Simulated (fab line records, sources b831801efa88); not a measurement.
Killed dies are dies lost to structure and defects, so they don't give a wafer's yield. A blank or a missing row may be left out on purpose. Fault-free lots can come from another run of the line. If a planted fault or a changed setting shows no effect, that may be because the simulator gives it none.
Code-filled problem report in 8D (eight disciplines) form :: flow sky130 :: the parts of the form that need people (team, actions taken, sign-off) are left out

== 1. THE PROBLEM ==
Mean of killedAtFrontEnd at SKY_PAD_OPEN_PROBE_99: 62 across 6 wafers in 2 lots; on wafers with no fault it is 16 (standard deviation 3.9). Relative to the usual mean, that is a shift of +12 standard deviations.
Seen first at day 50 08:31 on prober-01, wafer L208.1. The record has a number at this step for 6 wafers belonging to 2 lots. By rule, "out" or "out of limits" means more than 4 standard deviations away from the usual mean. Any other wafer with a number is counted as sound.

== 2. WHAT IT IS AND WHAT IT IS NOT ==
question: which readings at this step
is: killedAtFrontEnd
is not: killed_at_M0_to_M3, killed_at_M4_up, killedAtContacts, killedAtOther, killedOpen

question: which lots
is: L208, L209
is not: -

question: which wafers of those lots
is: all that have a number
is not: -

question: read on which tools
is: prober-01, prober-02
is not: -

question: when
is: from day 50 08:31
is not: up to then (0 sound wafers)

== 3. WHAT RULES OUT EACH SUSPECT ==
Counting: any tool at a process step up to the reading is kept as a suspect provided that every lot that is out went through it and no sound lot did after the first of them.
- rieDiel-01 at SKY_POLY_CUT_ETCH_11 (etches Si3N4 in CF4/CH2F2/Ar, stops on poly-Si, time 42.5 s, target depth 60 nm): kept. It ran every lot that is out, first L208 (day 30 23:55), and no sound lot after that.
- rieMetal-02 at SKY_METAL5_METAL_ETCH_15 (etches the open film in Cl2/BCl3, stops on SiO2, target depth 1260 nm, time 252 s): kept. It ran every lot that is out, first L208 (day 48 18:25), and no sound lot after that.
The count leaves rieMetal-02 at SKY_METAL5_METAL_ETCH_15 and rieDiel-01 at SKY_POLY_CUT_ETCH_11.

== 4. THE CAUSE (what the simulator had put in) ==
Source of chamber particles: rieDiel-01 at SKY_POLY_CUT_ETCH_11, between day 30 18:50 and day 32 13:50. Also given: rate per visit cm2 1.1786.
After counting, 2 suspects remain, this tool included.

== 5. THE EFFECT CHAIN, in route order ==
Each row: a reading where the mean over the struck wafers with a number is more than 3 standard deviations away from the usual. Only readings whose record carries a usual standard deviation are examined. hours: median over the lots of the time between each lot's start at the first step of this table that gives one and its start at this step. sigmas: the change, counted in usual standard deviations.
hours: 0
step: SKY_PAD_OPEN_PROBE_99
reading: killedAtFrontEnd
usual: 16
on struck wafers: 62
change: +46
sigmas: +12

hours: 0
step: SKY_PAD_OPEN_PROBE_99
reading: killedDies
usual: 87
on struck wafers: 126
change: +39
sigmas: +4.1
Process steps it contains:
- SKY_PAD_OPEN_PROBE_99

== 6. HOW IT WOULD HAVE BEEN CAUGHT EARLIER ==
First out-of-limits reading in this record: day 50 08:31, which is 470 hours after fault onset at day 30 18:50.
Tool readings at SKY_POLY_CUT_ETCH_11 with a usual standard deviation given in the record: none out on any struck wafer, hence no alarm at a limit of 4 standard deviations on them.
All the lots that are out (2) had begun SKY_POLY_CUT_ETCH_11 on rieDiel-01 by day 50 08:31. None of them would have been spared by holding the tool at that moment.
